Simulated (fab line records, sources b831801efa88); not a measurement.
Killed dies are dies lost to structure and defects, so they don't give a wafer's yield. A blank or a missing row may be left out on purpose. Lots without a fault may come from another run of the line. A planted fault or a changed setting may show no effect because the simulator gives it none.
Split-lot experiment | flow gf180mcu | 5 lots, 23 wafers read, on a route of 602 steps

THE SPLIT
At GF_V4_SPUTTER_22 (material TiN, target thk 10 nm, time 40 s), the setting power_w was moved away from the recipe's 4000 W on 8 of the 23 wafers read, by -9.7% to +7.7%. The other wafers ran this setting at the recipe's value.

The reading is taken at the split's own step.

THE READING
TiN_of_V4_SPUTTER_22.thk_nm (the simulator's own value, which no gauge read), in nm, at GF_V4_SPUTTER_22 (material TiN, target thk 10 nm, time 40 s). The file gives no usual value for it. The 15 wafers here that ran the recipe average 10.079 nm, standard deviation 0.091 nm.

wafer  | tool, chamber at the split | power_w as run, W | against the recipe | TiN_of_V4_SPUTTER_22.thk_nm, nm | against lot-mates on the recipe
L077.1 | pvd_sputter-01, -          | 4000              | recipe             | 10.23                           | -
L077.2 | pvd_sputter-01, -          | 4000              | recipe             | 10.21                           | -
L077.4 | pvd_sputter-01, -          | 4306              | +7.7%              | 10.71                           | +0.527
L077.5 | pvd_sputter-01, -          | 4306              | +7.7%              | 10.96                           | +0.777
L077.6 | pvd_sputter-01, -          | 4000              | recipe             | 10.11                           | -
L079.1 | pvd_sputter-03, -          | 3613              | -9.7%              | 9.148                           | -0.892
L079.2 | pvd_sputter-03, -          | 4000              | recipe             | 10.07                           | -
L079.3 | pvd_sputter-03, -          | 4000              | recipe             | 10.01                           | -
L079.4 | pvd_sputter-03, -          | 3613              | -9.7%              | 9.299                           | -0.741
L079.5 | pvd_sputter-03, -          | 3613              | -9.7%              | 9.089                           | -0.951
L080.2 | pvd_sputter-03, -          | 4000              | recipe             | 10.14                           | -
L080.3 | pvd_sputter-03, -          | 4000              | recipe             | 10.07                           | -
L080.6 | pvd_sputter-03, -          | 4000              | recipe             | 10.07                           | -
L080.4 | pvd_sputter-03, -          | 4000              | recipe             | 10.05                           | -
L080.5 | pvd_sputter-03, -          | 4000              | recipe             | 10.08                           | -
L081.1 | pvd_sputter-04, -          | 3823              | -4.4%              | 9.547                           | -0.360
L081.2 | pvd_sputter-04, -          | 3823              | -4.4%              | 9.553                           | -0.354
L081.3 | pvd_sputter-04, -          | 4000              | recipe             | 9.865                           | -
L081.4 | pvd_sputter-04, -          | 3823              | -4.4%              | 9.439                           | -0.468
L081.5 | pvd_sputter-04, -          | 4000              | recipe             | 9.949                           | -
L082.2 | pvd_sputter-03, -          | 4000              | recipe             | 10.18                           | -
L082.5 | pvd_sputter-03, -          | 4000              | recipe             | 10.08                           | -
L082.6 | pvd_sputter-03, -          | 4000              | recipe             | 10.07                           | -

THE FIT
A straight line over all 23 wafers: TiN_of_V4_SPUTTER_22.thk_nm changes by +0.0984 nm for each +1% of power_w; r = +0.97; the points scatter about the line by 0.11 nm.
The same after taking each lot's own level away (the mean of its wafers on the recipe; 23 wafers): +0.0878 nm for each +1%; r = +0.99; scatter 0.065 nm.
On that fit, the largest move of power_w shifts the reading by 0.85 nm.
The lots' own levels span 9.9070 to 10.1833 nm, that is 3.0 times the standard deviation above.
So the lot-to-lot level changes the slope: the two fits differ.
Check: with one of the wafers moved furthest among these (-9.7%) left out of the fit, the line predicts -0.843 nm for it against its lot-mates. It came out at -0.892 nm against them.

THE FILE'S OWN FIT
TiN_of_V4_SPUTTER_22.thk_nm changes by +0.0878 nm for each +1% of power_w, r = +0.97.
